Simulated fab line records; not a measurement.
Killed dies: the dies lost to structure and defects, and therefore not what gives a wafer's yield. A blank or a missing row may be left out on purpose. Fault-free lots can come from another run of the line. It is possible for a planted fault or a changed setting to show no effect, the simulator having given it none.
A struck lot beside a sound one + flow gf180mcu + 15 out of 602 route steps
Sound: the wafers L781.2, L781.3, L781.6. Struck: wafers L793.2, L793.3. Last of all comes the cause.
Each step with rows lists, per side, the tool, then ch with its chambers, then its first start. Under that, the readings that differ: sound wafers + struck wafers + difference of the means + sigmas: that difference in standard deviations of wafers without a fault.
alike: readings with means less than 2 such deviations apart, plus words and numbers identical on both sides. not compared: withheld readings, readings lacking a value on some wafer, bounds such as >300 that could conceal the same value, and numbers that have no deviation in the record and whose values overlap.
A row with sigmas, a row that says differs or no value, or rows on one side alone: a step with any of these is where the two part. Non-overlapping numbers with no deviation appear without sigmas and do not part them. A reading that every wafer of one side lacks parts them only if that side has two wafers or more.

GF_STI_THK_MEAS_02:
  sound on filmMetro-02, day 2 09:11; struck on filmMetro-01, day 4 19:44
  alike: STI_OXIDATION_THK
then, 1 step without rows for these wafers: GF_STI_CVD_03 (deposits Si3N4 from DCS/NH3, target thk 207.16 nm, time 3551 s).
GF_STI_THK_MEAS_04:
  sound on filmMetro-03, day 2 11:14; struck on filmMetro-02, day 4 21:47
  alike: STI_CVD_03_THK
then, 7 steps without rows for these wafers: GF_STI_DEHYDRATE_05 (time 60 s); GF_STI_HMDS_06 (prime time 60 s); GF_STI_COAT_07 (resist thk 700 nm); GF_STI_SOFTBAKE_08 (time 60 s); GF_STI_EXPOSE_09 (exposes mask COMP, target cd 220 nm); GF_STI_PEB_10 (peb time 90 s); GF_STI_DEVELOP_11 (develop time 60 s).
GF_STI_CD_MEAS_12: the cd target is 220 nm.
  sound on cdSem-02, day 2 22:56; struck on cdSem-02, day 5 11:17
  alike: cdNm
GF_STI_ETCH_13: etches the open film in CHF3/O2, stops on Si, target depth 282.31 nm, time 112.9 s.
  sound on rieDiel-04 ch 1,3, day 2 23:02; struck on rieDiel-04 ch 1,3, day 5 11:23
  alike: drypumpMotorCurrentA, oesProductAu, rfFwdPowerW, runLengthS, throttleValvePct
  not compared: rfHoursCounterH
GF_STI_ETCH_14: etches Si in HBr/Cl2/O2, target depth 360 nm, time 102.9 s.
  sound on rieSi-02 ch 0,3, day 2 23:07; struck on rieSi-02 ch 0,3, day 5 11:28
| reading                             | sound             | struck      | difference                    | sigmas |
|-------------------------------------|-------------------|-------------|-------------------------------|--------|
| oesProductAu (a.u.)                 | 1.007 0.999 1.012 | 0.987 0.973 | -0.026                        | -2     |
| rfFwdPowerW (W)                     | 596.4 596.7 597.8 | - -         | no value on the struck wafers |        |
| runLengthS (s)                      | 131.4 131.6 131.3 | 122.1 122.1 | -9.3                          | -25    |
| model.etch.depthNm (nm)             | 361.5 356.7 364.1 | 321.8 317.5 | -41.1                         |        |
| model.STI.featureDepthNm (nm)       | 361.5 356.7 364.1 | 321.8 317.5 | -41.1                         |        |
| model.KrF_of_STI_COAT_07.thkNm (nm) | 322.8 320 321.3   | 335.2 341.7 | +17.1                         |        |
  alike: drypumpMotorCurrentA, throttleValvePct
  not compared: rfHoursCounterH
GF_STI_STRIP_15: strips in O2/N2.
  sound on plasmaAsher-04 ch 0,1, day 2 23:11; struck on plasmaAsher-04 ch 0,1, day 5 11:32
| reading                  | sound          | struck    | difference | sigmas |
|--------------------------|----------------|-----------|------------|--------|
| stripTimeToEndpointS (s) | 3.75 3.73 3.73 | 3.90 3.95 | +0.19      | +3     |
  alike: drypumpMotorCurrentA, heaterPowerW, oesProductAu
  not compared: rfHoursCounterH
after that, 1 step had no rows for these wafers: GF_PASSIVATION_PROBE_99.

WHERE THEY PART
Last at GF_STI_STRIP_15 as far as this record goes, first at GF_STI_ETCH_14.

WHY: what had been put in by the simulator
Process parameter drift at GF_STI_ETCH_14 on rieSi-02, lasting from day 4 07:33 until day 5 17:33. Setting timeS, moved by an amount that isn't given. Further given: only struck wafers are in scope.
